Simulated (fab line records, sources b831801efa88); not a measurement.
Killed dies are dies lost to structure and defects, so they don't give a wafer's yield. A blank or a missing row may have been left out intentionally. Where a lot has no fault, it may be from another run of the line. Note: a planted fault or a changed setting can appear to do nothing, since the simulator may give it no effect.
2 desks looking at one fault    flow sky130    what lay behind the numbers comes last; until then each desk has only its own

== AT THE TOOL OWNER'S DESK: pvd-sputter-03 ==
The tool's own readings at SKY_METAL4_SPUTTER_01 (material TiN, target thk 20 nm, time 16.7 s): means of the sampled wafers that have a number, for each lot that ran on this tool. Any lot whose mean is over 4 standard deviations away from the usual mean is out of limits and marked OUT; that distance is given in the brackets.
Columns: A = throttle-valve-pct at SKY_METAL4_SPUTTER_01, usual 30.2 %
lot   first seen here  A
L598  day 41 20:44     29.8
L597  day 42 05:08     30.3
L600  day 42 20:32     30.3
L599  day 42 21:17     30.0
Finding of this desk: none of the 4 lots has anything out of limits.

== METROLOGY DESK ==
Lot by lot, what the gauges showed, no matter which tool ran the lot: averages of those sampled wafers that carry a number. Any lot whose mean is over 4 standard deviations away from the usual mean is out of limits and marked OUT; that distance is given in the brackets.
Columns: A = VIA3_W_RS at SKY_VIA3_RS_MEAS_22, usual 0.2931 ohm/sq; B = VIA3_W_THK at SKY_VIA3_THK_MEAS_23, usual 399 nm
lot   first seen here  A       B
L598  day 41 20:16     0.2916  404
L597  day 42 04:39     0.2919  402
L600  day 42 20:03     0.2922  401
L599  day 42 20:49     0.2951  397
L602  day 43 01:08     0.2940  392
L609  day 44 13:32     0.2923  400
L616  day 46 01:32     0.2940  400
Finding of this desk: none of the 7 lots has anything out of limits.

== ALL TOGETHER ==
The desk of the tool owner found nothing out of limits.
From the metrology desk's view, nothing was out of limits.

== WHAT HAD BEEN PUT IN BY THE SIMULATOR ==
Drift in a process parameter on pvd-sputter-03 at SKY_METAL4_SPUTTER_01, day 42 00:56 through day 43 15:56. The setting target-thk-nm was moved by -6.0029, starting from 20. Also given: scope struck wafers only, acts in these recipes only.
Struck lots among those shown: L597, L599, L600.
